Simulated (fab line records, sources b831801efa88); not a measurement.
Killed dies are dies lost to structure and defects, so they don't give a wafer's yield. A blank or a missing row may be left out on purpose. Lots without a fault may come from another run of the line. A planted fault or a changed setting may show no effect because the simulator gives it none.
Which tool did it? | flow sky130 | 11 lots, 33 wafers sampled, at 3 steps of a route of 708

WHAT THE GAUGES READ, wafer by wafer
SKY_GATE_OXIDE_THK_MEAS_02.
lot  | measured     | on            | GATE_OXIDE_OXIDATION_00_THK (nm)
L417 | day 13 05:03 | film_metro-03 | 10.33 10.26 10.24
L419 | day 13 18:30 | film_metro-03 | 10.22 10.21 10.32
L420 | day 13 23:08 | film_metro-02 | 10.14 10.10 9.87
L422 | day 15 02:55 | film_metro-04 | 10.57 10.63 10.49
L424 | day 15 16:16 | film_metro-03 | 10.23 10.16 10.24
L426 | day 16 05:10 | film_metro-02 | 15.99 15.77 15.78
L427 | day 16 13:49 | film_metro-03 | 16.21 16.32 16.21
L436 | day 19 12:53 | film_metro-04 | 10.04 10.10 10.06
L437 | day 20 00:26 | film_metro-04 | 10.73 10.55 10.63
L438 | day 20 15:27 | film_metro-04 | 10.30 10.22 10.18
L439 | day 20 23:01 | film_metro-02 | 10.37 10.58 10.70

WHICH TOOL RAN EACH LOT (tool, then ch and the chambers of the sampled wafers, then the start)
lot  | SKY_VT_ADJUST_PCH_STRIP_09           | SKY_GATE_OXIDE_OXIDATION_01
L417 | plasma_asher-04 ch 0,1, day 10 15:28 | furnace-02 ch 0, day 13 03:38
L419 | plasma_asher-04 ch 0,1, day 11 09:21 | furnace-02 ch 0, day 13 17:04
L420 | plasma_asher-04 ch 0,1, day 11 13:14 | furnace-01 ch 0, day 13 21:42
L422 | plasma_asher-02 ch 0, day 12 10:48   | furnace-02 ch 0, day 15 01:31
L424 | plasma_asher-02 ch 0,1, day 13 02:12 | furnace-01 ch 0, day 15 14:52
L426 | plasma_asher-02 ch 0,1, day 13 14:04 | furnace-01 ch 0, day 16 03:46
L427 | plasma_asher-02 ch 0,1, day 13 22:54 | furnace-01 ch 0, day 16 12:23
L436 | plasma_asher-04 ch 0,1, day 16 17:13 | furnace-01 ch 0, day 19 11:28
L437 | plasma_asher-02 ch 0,1, day 17 05:32 | furnace-01 ch 0, day 19 22:58
L438 | plasma_asher-04 ch 0, day 17 20:05   | furnace-02 ch 0, day 20 14:02
L439 | plasma_asher-01 ch 0,1, day 18 02:36 | furnace-01 ch 0, day 20 21:35
- SKY_VT_ADJUST_PCH_STRIP_09: strips in O2/N2.
- SKY_GATE_OXIDE_OXIDATION_01: stabilise 600 s, purge 300 s, target thk 10.268 nm.

THE ANSWER, worked out from the rows above alone
Rule: what is usual is taken from the lots themselves. Put in order of their means at a reading, lots are off if they are a third of the lots or fewer, leave a main group of 4 or more, and stand apart from it by a gap of 3 or more times the standard deviation of the main group's means; of several such gaps the widest counts. A main group whose means are all the same, to the digits that the tables above print for the reading, isn't used. A lot without any number at a reading at which 4 lots or more have one is off too. The other lots that the step has rows for count as sound.
Off: L426, L427, at SKY_GATE_OXIDE_THK_MEAS_02 (GATE_OXIDE_OXIDATION_00_THK). The main group: mean 10.31 nm, standard deviation 0.21.
A tool fits if, at a process step before that reading, it ran every lot that is off, and no sound lot after the first of them. The gauges at SKY_GATE_OXIDE_THK_MEAS_02 are tried like those tools. None of those tried fits.

WHAT THE SIMULATOR HAD PUT IN
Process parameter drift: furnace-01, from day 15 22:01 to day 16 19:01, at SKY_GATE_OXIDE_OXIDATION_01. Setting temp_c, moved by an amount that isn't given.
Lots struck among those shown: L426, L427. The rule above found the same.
